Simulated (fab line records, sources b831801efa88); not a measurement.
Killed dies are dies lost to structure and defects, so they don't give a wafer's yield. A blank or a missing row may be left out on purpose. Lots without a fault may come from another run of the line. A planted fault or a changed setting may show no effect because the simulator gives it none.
fab line records | flow sky130
record lots=24 wafers=72 last_day=50
route steps=708 shown SONOS_ONO@171 CONTACT@432 METAL1@438 VIA1@478
lots that met no fault: from a run of the same line without faults
start_h: hours from the record's first day to the start of the lot's first wafer shown | wait_h: hours since the lot's step before | " the same as in the row above | L1.1+2: a row that stands for several wafers | - no value, or no start given | * or withheld: withheld | < > ~ a bound
route shown NAME@n: a module of which the file shows steps, and the number in the route of the first | usual: mean/standard deviation of fault-free wafers | same: alike in all rows | chamber/n: place in a boat | sites: the reading at each site | _std_site: their standard deviation | _edge_site: outer sites' mean less inner sites' | radius_mm: how far each site lies from the wafer's centre | mask NAME#n: copy n | behind: the tool/chamber that last shaped the wafer | hold: why the lot was held/for how many hours/how that ended | device: the transistor (n, p or np) that didn't switch | end of line: the same wafers' tests at the end of the route | a step without rows: its recipe alone | killed: dies lost to structure and defects at the first sort, not the wafer's yield | map: a wafer's dies, x killed, . not, _ none there
set.NAME: the setting as run; set.NAME@STEP: as run at that earlier step | model.NAME: the simulator's own value behind a step, which no gauge read
steps of the route over a sample of lots; a table a step, a row a wafer
services: from which hour (start_h, from the record's first day; less than 0 if before it) a tool's chamber was out of use, for how many hours, and why
## steps
# step SKY_SONOS_ONO_THK_MEAS_03
# recipe reads=Si3N4_of_SONOS_ONO_CVD_02
# usual SONOS_ONO_CVD_02_THK=10.44/0.14
# columns lot.wafer tool chamber start_h wait_h SONOS_ONO_CVD_02_THK[nm]
L074.1 film_metro-04 - 252.77 0.0 10.42
L074.4 " - " " 10.42
L074.5 " - " " 10.54
L075.1 film_metro-04 - 259.88 0.0 10.53
L075.5 " - " " 10.41
L075.6 " - " " 10.49
L076.4 film_metro-01 - 266.16 0.0 10.63
L076.5 " - " " 10.46
L076.6 " - " " 10.55
L077.4 film_metro-04 - 270.98 0.0 10.40
L077.5 " - " " 10.38
L077.6 " - " " 10.27
L078.3 film_metro-03 - 282.36 0.0 10.25
L078.5 " - " " 10.21
L078.6 " - " " 10.17
L079.1 film_metro-03 - 292.88 0.0 10.37
L079.2 " - " " 10.44
L079.5 " - " " 10.44
L081.1 film_metro-03 - 319.70 0.0 10.62
L081.5 " - " " 10.59
L081.6 " - " " 10.72
L082.2 film_metro-04 - 319.71 0.0 10.60
L082.3 " - " " 10.50
L082.6 " - " " 10.54
L080.3 film_metro-01 - 319.72 0.0 10.61
L080.4 " - " " 10.58
L080.5 " - " " 10.48
L083.2 film_metro-03 - 324.56 0.0 10.44
L083.4 " - " " 10.46
L083.6 " - " " 10.56
L084.1 film_metro-03 - 330.84 0.0 10.43
L084.4 " - " " 10.47
L084.6 " - " " 10.42
L085.1 film_metro-04 - 341.24 0.0 10.55
L085.2 " - " " 10.58
L085.3 " - " " 10.62
L086.2 film_metro-04 - 350.10 0.0 10.55
L086.3 " - " " 10.72
L086.5 " - " " 10.57
L087.4 film_metro-01 - 356.11 0.0 10.41
L087.5 " - " " 10.41
L087.6 " - " " 10.34
L088.4 film_metro-01 - 365.75 0.0 10.41
L088.5 " - " " 10.37
L088.6 " - " " 10.37
L089.2 film_metro-01 - 374.54 0.0 10.15
L089.3 " - " " 10.27
L089.5 " - " " 10.21
L090.1 film_metro-04 - 381.26 0.0 10.35
L090.2 " - " " 10.28
L090.5 " - " " 10.27
L091.3 film_metro-01 - 388.02 0.0 10.64
L091.5 " - " " 10.51
L091.6 " - " " 10.50
L092.2 film_metro-01 - 398.29 0.0 10.42
L092.4 " - " " 10.50
L092.5 " - " " 10.38
L093.2 film_metro-01 - 409.03 0.0 10.34
L093.4 " - " " 10.40
L093.6 " - " " 10.31
L094.1 film_metro-03 - 415.31 0.0 10.43
L094.3 " - " " 10.42
L094.5 " - " " 10.54
L095.1 film_metro-04 - 423.02 0.0 10.17
L095.3 " - " " 10.23
L095.6 " - " " 10.28
L096.2 film_metro-04 - 427.72 0.0 10.24
L096.4 " - " " 10.35
L096.6 " - " " 10.25
L097.1 film_metro-04 - 431.07 0.0 10.56
L097.3 " - " " 10.55
L097.6 " - " " 10.63
# step SKY_CONTACT_THK_MEAS_26
# recipe thk_meas_gauge=xrf reads=W_of_CONTACT_CVD_24
# usual CONTACT_W_THK=348/5.2
# columns lot.wafer tool chamber start_h wait_h CONTACT_W_THK[nm]
L074.1 film_metro-01 - 726.90 0.1 354
L074.4 " - " " 350
L074.5 " - " " 346
L075.1 film_metro-01 - 736.02 0.1 341
L075.5 " - " " 341
L075.6 " - " " 338
L076.4 film_metro-03 - 742.34 0.1 357
L076.5 " - " " 352
L076.6 " - " " 349
L077.4 film_metro-01 - 750.99 0.1 343
L077.5 " - " " 345
L077.6 " - " " 344
L078.3 film_metro-03 - 760.41 0.1 356
L078.5 " - " " 356
L078.6 " - " " 350
L079.1 film_metro-04 - 777.39 0.1 345
L079.2 " - " " 345
L079.5 " - " " 344
L082.2 film_metro-03 - 800.89 0.1 340
L082.3 " - " " 346
L082.6 " - " " 343
L080.3 film_metro-01 - 803.53 0.1 341
L080.4 " - " " 340
L080.5 " - " " 342
L081.1 film_metro-01 - 806.26 0.1 344
L081.5 " - " " 341
L081.6 " - " " 341
L083.2 film_metro-04 - 809.21 0.1 344
L083.4 " - " " 346
L083.6 " - " " 347
L084.1 film_metro-03 - 818.75 0.1 339
L084.4 " - " " 340
L084.6 " - " " 348
L085.1 film_metro-03 - 825.64 0.1 350
L085.2 " - " " 350
L085.3 " - " " 349
L086.2 film_metro-03 - 834.76 0.1 344
L086.3 " - " " 348
L086.5 " - " " 342
L087.4 film_metro-03 - 836.02 0.1 346
L087.5 " - " " 346
L087.6 " - " " 345
L088.4 film_metro-04 - 849.21 0.1 357
L088.5 " - " " 361
L088.6 " - " " 355
L089.2 film_metro-01 - 856.91 0.1 353
L089.3 " - " " 354
L089.5 " - " " 352
L090.1 film_metro-01 - 860.15 0.1 345
L090.2 " - " " 345
L090.5 " - " " 348
L091.3 film_metro-04 - 867.86 0.1 351
L091.5 " - " " 351
L091.6 " - " " 351
L092.2 film_metro-03 - 879.60 0.1 346
L092.4 " - " " 349
L092.5 " - " " 358
L093.2 film_metro-03 - 887.32 0.1 350
L093.4 " - " " 353
L093.6 " - " " 350
L094.1 film_metro-04 - 896.24 0.1 343
L094.3 " - " " 345
L094.5 " - " " 347
L095.1 film_metro-03 - 899.90 0.1 346
L095.3 " - " " 353
L095.6 " - " " 353
L096.2 film_metro-04 - 900.65 0.1 356
L096.4 " - " " 353
L096.6 " - " " 348
L097.1 film_metro-04 - 903.83 0.1 352
L097.3 " - " " 351
L097.6 " - " " 350
# step SKY_METAL1_SPUTTER_04
# recipe material=TiN target_thk_nm=70 power_w=6500 time_s=58.3 chamber_pressure_pa=0.4
# usual throttle_valve_pct=29.9/1.1
# columns lot.wafer tool chamber start_h wait_h throttle_valve_pct
L074.1 pvd_sputter-04 - 727.35 0.0 29.1
L074.4 " - " " 30.8
L074.5 " - " " 30.9
L075.1 pvd_sputter-01 - 736.47 0.0 30.5
L075.5 " - " " 32.4
L075.6 " - " " 30.2
L076.4 pvd_sputter-01 - 742.76 0.0 29.6
L076.5 " - " " 32.2
L076.6 " - " " 31.1
L077.4 pvd_sputter-02 - 751.41 0.0 29.8
L077.5 " - " " 27.8
L077.6 " - " " 29.9
L078.3 pvd_sputter-02 - 761.25 0.0 29.8
L078.5 " - " " 27.5
L078.6 " - " " 29.7
L079.1 pvd_sputter-02 - 777.84 0.0 27.9
L079.2 " - " " 30.0
L079.5 " - " " 29.9
L082.2 pvd_sputter-02 - 801.33 0.0 29.8
L082.3 " - " " 29.9
L082.6 " - " " 27.7
L080.3 pvd_sputter-04 - 803.96 0.0 29.6
L080.4 " - " " 30.3
L080.5 " - " " 29.8
L081.1 pvd_sputter-02 - 807.03 0.0 29.5
L081.5 " - " " 30.0
L081.6 " - " " 29.7
L083.2 pvd_sputter-04 - 809.65 0.0 29.5
L083.4 " - " " 30.2
L083.6 " - " " 29.8
L084.1 pvd_sputter-04 - 819.20 0.0 29.4
L084.4 " - " " 30.4
L084.6 " - " " 30.0
L085.1 pvd_sputter-02 - 826.09 0.0 29.7
L085.2 " - " " 30.1
L085.3 " - " " 27.8
L086.2 pvd_sputter-02 - 835.20 0.0 29.6
L086.3 " - " " 27.6
L086.5 " - " " 30.3
L087.4 pvd_sputter-04 - 836.44 0.0 29.9
L087.5 " - " " 29.1
L087.6 " - " " 30.7
L088.4 pvd_sputter-02 - 849.63 0.0 29.7
L088.5 " - " " 29.6
L088.6 " - " " 29.7
L089.2 pvd_sputter-04 - 857.35 0.0 30.1
L089.3 " - " " 30.9
L089.5 " - " " 29.0
L090.1 pvd_sputter-01 - 860.60 0.0 29.4
L090.2 " - " " 30.4
L090.5 " - " " 29.4
L091.3 pvd_sputter-01 - 868.29 0.0 30.3
L091.5 " - " " 31.0
L091.6 " - " " 32.3
L092.2 pvd_sputter-01 - 880.04 0.0 31.4
L092.4 " - " " 32.3
L092.5 " - " " 32.3
L093.2 pvd_sputter-02 - 887.76 0.0 30.0
L093.4 " - " " 30.1
L093.6 " - " " 29.8
L094.1 pvd_sputter-04 - 896.69 0.0 28.9
L094.3 " - " " 31.0
L094.5 " - " " 30.9
L095.1 pvd_sputter-02 - 900.35 0.0 29.9
L095.3 " - " " 27.8
L095.6 " - " " 29.8
L096.2 pvd_sputter-02 - 901.09 0.0 29.3
L096.4 " - " " 27.8
L096.6 " - " " 28.0
L097.1 pvd_sputter-01 - 904.28 0.0 31.2
L097.3 " - " " 29.5
L097.6 " - " " 30.4
# step SKY_METAL1_DESCUM_17
# recipe chemistry=O2 source_power_w=150 bias_power_w=0 pressure_mtorr=10 temp_c=40 time_s=8
# usual drypump_motor_current_A=5.7/0.43 oes_product_au=0.999/0.0083 temp_c=40.00/0.1
# same bias_power_w=0
# columns lot.wafer tool chamber start_h wait_h drypump_motor_current_A oes_product_au rf_hours_counter_h temp_c
L074.1 rie_metal-01 1 754.94 0.0 5.0 0.991 1 40.09
L074.4 " 1 " " 4.9 0.987 - 40.25
L074.5 " 1 " " 4.9 0.992 - 40.07
L075.1 rie_metal-01 0 764.13 0.0 5.8 1.000 4 40.17
L075.5 " 0 " " 5.8 0.995 - 40.15
L075.6 " 1 " " 5.0 1.006 - 39.88
L076.4 rie_metal-01 1 770.29 0.0 4.9 0.997 - 40.14
L076.5 " 0 " " 5.8 1.000 - 40.12
L076.6 " 1 " " 4.9 0.987 - 40.04
L077.4 rie_metal-03 1 778.39 0.0 5.4 1.014 - 39.94
L077.5 " 0 " " 5.9 1.009 - 39.93
L077.6 " 1 " " 5.4 1.009 - 39.97
L078.3 rie_metal-02 1 788.15 0.0 6.1 0.996 - 40.06
L078.5 " 1 " " 6.1 1.014 - 40.17
L078.6 " 0 " " 6.0 1.002 - 39.93
L079.1 rie_metal-02 1 804.61 0.0 6.1 1.010 8 40.26
L079.2 " 0 " " 6.0 0.998 14 39.93
L079.5 " 1 " " 6.1 1.014 - 39.93
L082.2 rie_metal-03 0 830.53 0.0 5.9 1.000 2 40.09
L082.3 " 1 " " 5.4 1.010 - 39.91
L082.6 " 1 " " 5.4 1.003 - 39.90
L080.3 rie_metal-01 1 830.89 0.0 5.0 0.992 - 39.93
L080.4 " 0 " " 5.8 0.996 - 40.07
L080.5 " 0 " " 5.8 0.999 - 39.95
L081.1 rie_metal-02 1 834.33 0.0 6.1 0.992 9 40.00
L081.5 " 1 " " 6.1 1.003 - 39.83
L081.6 " 1 " " 6.2 1.007 - 40.13
L083.2 rie_metal-01 0 836.38 0.0 5.8 0.997 6 40.03
L083.4 " 0 " " 5.8 0.999 - 39.95
L083.6 " 1 " " 4.9 1.008 - 40.00
L084.1 rie_metal-02 1 845.06 0.0 6.1 1.015 10 39.94
L084.4 " 1 " " 6.2 1.012 - 39.98
L084.6 " 1 " " 6.1 1.014 - 39.99
L085.1 rie_metal-03 1 852.38 0.0 5.4 1.001 12 39.74
L085.2 " 0 " " 5.9 1.005 3 39.97
L085.3 " 0 " " 5.9 0.997 - 39.94
L086.2 rie_metal-01 0 861.04 0.0 5.8 0.993 7 40.07
L086.3 " 1 " " 4.9 0.998 - 39.93
L086.5 " 1 " " 4.9 0.991 - 39.91
L087.4 rie_metal-02 0 862.21 0.0 6.0 0.981 - 40.07
L087.5 " 0 " " 6.0 0.988 - 39.99
L087.6 " 1 " " 6.2 1.001 - 39.87
L088.4 rie_metal-03 1 875.55 0.0 5.4 1.002 - 40.00
L088.5 " 0 " " 5.9 1.003 - 40.10
L088.6 " 1 " " 5.4 0.997 - 39.98
L089.2 rie_metal-03 1 883.04 0.0 5.3 1.000 13 40.03
L089.3 " 1 " " 5.3 1.002 - 40.12
L089.5 " 1 " " 5.4 0.998 - 39.97
L090.1 rie_metal-01 1 885.73 0.0 5.0 0.997 6 39.93
L090.2 " 0 " " 5.8 0.998 8 40.19
L090.5 " 0 " " 5.8 1.001 - 40.08
L091.3 rie_metal-01 1 894.30 0.0 4.9 0.980 - 40.18
L091.5 " 0 " " 5.8 0.998 - 40.03
L091.6 " 1 " " 4.9 1.002 - 40.06
L092.2 rie_metal-02 1 905.89 0.0 6.1 1.000 12 40.01
L092.4 " 1 " " 6.1 1.001 - 40.02
L092.5 " 1 " " 6.1 1.003 - 39.91
L093.2 rie_metal-02 1 913.24 0.0 6.1 0.999 13 40.06
L093.4 " 1 " " 6.1 1.003 - 40.00
L093.6 " 1 " " 6.1 1.012 - 40.24
L094.1 rie_metal-03 1 922.56 0.0 5.4 0.991 15 40.00
L094.3 " 1 " " 5.4 0.998 - 40.07
L094.5 " 0 " " 5.9 1.002 - 39.95
L095.1 rie_metal-01 1 925.71 0.0 4.9 1.001 8 39.96
L095.3 " 1 " " 4.9 1.011 - 39.97
L095.6 " 1 " " 4.9 0.999 - 39.91
L096.2 rie_metal-02 0 927.03 0.0 6.0 0.988 4 40.02
L096.4 " 1 " " 6.1 0.999 - 40.05
L096.6 " 1 " " 6.2 0.998 - 39.99
L097.1 rie_metal-03 1 929.34 0.0 5.4 0.992 16 39.89
L097.3 " 1 " " 5.4 1.005 - 39.84
L097.6 " 1 " " 5.4 0.992 - 39.92
# step SKY_VIA1_SPUTTER_20
# recipe material=TiN target_thk_nm=20 chamber_pressure_pa=5 power_w=4000 time_s=80
# usual throttle_valve_pct=30.2/1.1
# columns lot.wafer tool chamber start_h wait_h throttle_valve_pct
L074.1 pvd_sputter-03 - 783.90 0.0 28.4
L074.4 " - " " 31.5
L074.5 " - " " 31.2
L075.1 pvd_sputter-04 - 793.48 0.0 30.5
L075.5 " - " " 30.7
L075.6 " - " " 29.4
L076.4 pvd_sputter-03 - 799.47 0.0 31.4
L076.5 " - " " 31.5
L076.6 " - " " 28.8
L077.4 pvd_sputter-04 - 807.25 0.0 29.6
L077.5 " - " " 29.5
L077.6 " - " " 30.8
L078.3 pvd_sputter-03 - 816.91 0.0 28.5
L078.5 " - " " 28.8
L078.6 " - " " 31.4
L079.1 pvd_sputter-04 - 833.65 0.0 29.9
L079.2 " - " " 30.9
L079.5 " - " " 30.2
L082.2 pvd_sputter-03 - 858.76 0.0 31.3
L082.3 " - " " 28.5
L082.6 " - " " 28.8
L080.3 pvd_sputter-01 - 858.83 0.0 32.4
L080.4 " - " " 30.1
L080.5 " - " " 31.0
L081.1 pvd_sputter-04 - 862.62 0.0 30.4
L081.5 " - " " 29.8
L081.6 " - " " 30.3
L083.2 pvd_sputter-01 - 865.37 0.0 30.2
L083.4 " - " " 30.1
L083.6 " - " " 32.5
L084.1 pvd_sputter-04 - 872.33 0.0 29.2
L084.4 " - " " 30.8
L084.6 " - " " 29.9
L085.1 pvd_sputter-03 - 880.14 0.0 31.4
L085.2 " - " " 29.2
L085.3 " - " " 31.5
L086.2 pvd_sputter-04 - 888.86 0.0 29.1
L086.3 " - " " 30.9
L086.5 " - " " 29.9
L087.4 pvd_sputter-01 - 890.36 0.0 31.0
L087.5 " - " " 29.7
L087.6 " - " " 30.0
L088.4 pvd_sputter-03 - 902.72 0.0 29.2
L088.5 " - " " 28.4
L088.6 " - " " 31.4
L089.2 pvd_sputter-04 - 911.16 0.0 29.5
L089.3 " - " " 29.9
L089.5 " - " " 29.7
L090.1 pvd_sputter-04 - 913.19 0.0 30.1
L090.2 " - " " 30.9
L090.5 " - " " 30.0
L091.3 pvd_sputter-03 - 922.48 0.0 31.3
L091.5 " - " " 31.2
L091.6 " - " " 29.2
L092.2 pvd_sputter-04 - 933.02 0.0 29.1
L092.4 " - " " 29.7
L092.5 " - " " 29.1
L093.2 pvd_sputter-04 - 939.56 0.0 30.8
L093.4 " - " " 28.9
L093.6 " - " " 30.8
L094.1 pvd_sputter-03 - 948.56 0.0 31.5
L094.3 " - " " 31.2
L094.5 " - " " 28.8
L095.1 pvd_sputter-03 - 951.81 0.0 28.5
L095.3 " - " " 31.7
L095.6 " - " " 28.9
L096.2 pvd_sputter-01 - 952.94 0.0 29.7
L096.4 " - " " 32.3
L096.6 " - " " 29.6
L097.1 pvd_sputter-03 - 955.54 0.0 31.3
L097.3 " - " " 28.8
L097.6 " - " " 31.4
# step SKY_VIA1_RS_MEAS_22
# recipe thk_meas_gauge=four-point-probe reads=W_of_VIA1_CVD_21+TiN_of_VIA1_SPUTTER_20
# usual VIA1_W_RS=0.427/0.0064
# columns lot.wafer tool chamber start_h wait_h VIA1_W_RS[ohm/sq]
L074.1 film_metro-04 - 784.05 0.1 0.409
L074.4 " - " " 0.415
L074.5 " - " " 0.411
L075.1 film_metro-04 - 793.63 0.1 0.427
L075.5 " - " " 0.428
L075.6 " - " " 0.431
L076.4 film_metro-04 - 799.69 0.1 0.431
L076.5 " - " " 0.427
L076.6 " - " " 0.430
L077.4 film_metro-02 - 807.47 0.1 0.432
L077.5 " - " " 0.426
L077.6 " - " " 0.430
L078.3 film_metro-04 - 817.10 0.1 0.432
L078.5 " - " " 0.431
L078.6 " - " " 0.429
L079.1 film_metro-01 - 833.87 0.1 0.428
L079.2 " - " " 0.432
L079.5 " - " " 0.434
L080.3 film_metro-02 - 859.02 0.1 0.421
L080.4 " - " " 0.420
L080.5 " - " " 0.425
L082.2 film_metro-04 - 859.03 0.1 0.435
L082.3 " - " " 0.430
L082.6 " - " " 0.437
L081.1 film_metro-04 - 862.87 0.2 0.429
L081.5 " - " " 0.432
L081.6 " - " " 0.430
L083.2 film_metro-04 - 865.63 0.1 0.430
L083.4 " - " " 0.427
L083.6 " - " " 0.435
L084.1 film_metro-04 - 872.49 0.1 0.413
L084.4 " - " " 0.422
L084.6 " - " " 0.423
L085.1 film_metro-02 - 880.29 0.1 0.433
L085.2 " - " " 0.430
L085.3 " - " " 0.430
L086.2 film_metro-02 - 889.03 0.1 0.427
L086.3 " - " " 0.426
L086.5 " - " " 0.431
L087.4 film_metro-02 - 890.57 0.1 0.415
L087.5 " - " " 0.429
L087.6 " - " " 0.412
L088.4 film_metro-01 - 902.93 0.1 0.437
L088.5 " - " " 0.435
L088.6 " - " " 0.417
L089.2 film_metro-02 - 911.46 0.1 0.416
L089.3 " - " " 0.425
L089.5 " - " " 0.430
L090.1 film_metro-04 - 913.35 0.1 0.412
L090.2 " - " " 0.427
L090.5 " - " " 0.426
L091.3 film_metro-02 - 922.67 0.1 0.425
L091.5 " - " " 0.424
L091.6 " - " " 0.429
L092.2 film_metro-02 - 933.19 0.1 0.429
L092.4 " - " " 0.428
L092.5 " - " " 0.425
L093.2 film_metro-04 - 939.73 0.1 0.429
L093.4 " - " " 0.423
L093.6 " - " " 0.421
L094.1 film_metro-04 - 948.71 0.1 0.433
L094.3 " - " " 0.428
L094.5 " - " " 0.428
L095.1 film_metro-02 - 951.97 0.1 0.430
L095.3 " - " " 0.424
L095.6 " - " " 0.428
L096.2 film_metro-02 - 953.11 0.1 0.432
L096.4 " - " " 0.433
L096.6 " - " " 0.425
L097.1 film_metro-01 - 955.69 0.1 0.427
L097.3 " - " " 0.430
L097.6 " - " " 0.430
## services
# columns tool chamber start_h hours kind
pvd_sputter-03 2 707.06 - consumable_replace:kit
pvd_sputter-03 2 707.06 18.0 scheduled_down
pvd_sputter-03 2 707.06 18.0 vent_cycle
pvd_sputter-01 - 715.49 3.8 repair
pvd_sputter-03 - 720.57 5.4 repair
pvd_sputter-04 - 722.50 4.5 repair
pvd_sputter-04 - 762.24 0.6 repair
pvd_sputter-01 - 775.26 2.5 repair
pvd_sputter-01 - 798.59 0.5 repair
rie_metal-02 1 809.90 18.4 repair
rie_metal-03 - 855.99 0.7 repair
pvd_sputter-02 0 861.97 - consumable_replace:kit
pvd_sputter-02 0 861.97 18.0 scheduled_down
pvd_sputter-02 0 861.97 18.0 vent_cycle
pvd_sputter-04 2 864.68 - consumable_replace:kit
pvd_sputter-04 2 864.68 18.0 scheduled_down
pvd_sputter-04 2 864.68 18.0 vent_cycle
pvd_sputter-01 - 876.53 3.0 repair
rie_metal-02 1 889.01 14.1 repair
pvd_sputter-04 - 913.38 1.6 repair
pvd_sputter-01 - 929.35 4.1 repair
pvd_sputter-02 3 943.68 - consumable_replace:kit
pvd_sputter-02 3 943.68 18.0 scheduled_down
pvd_sputter-02 3 943.68 18.0 vent_cycle
## key
fault none
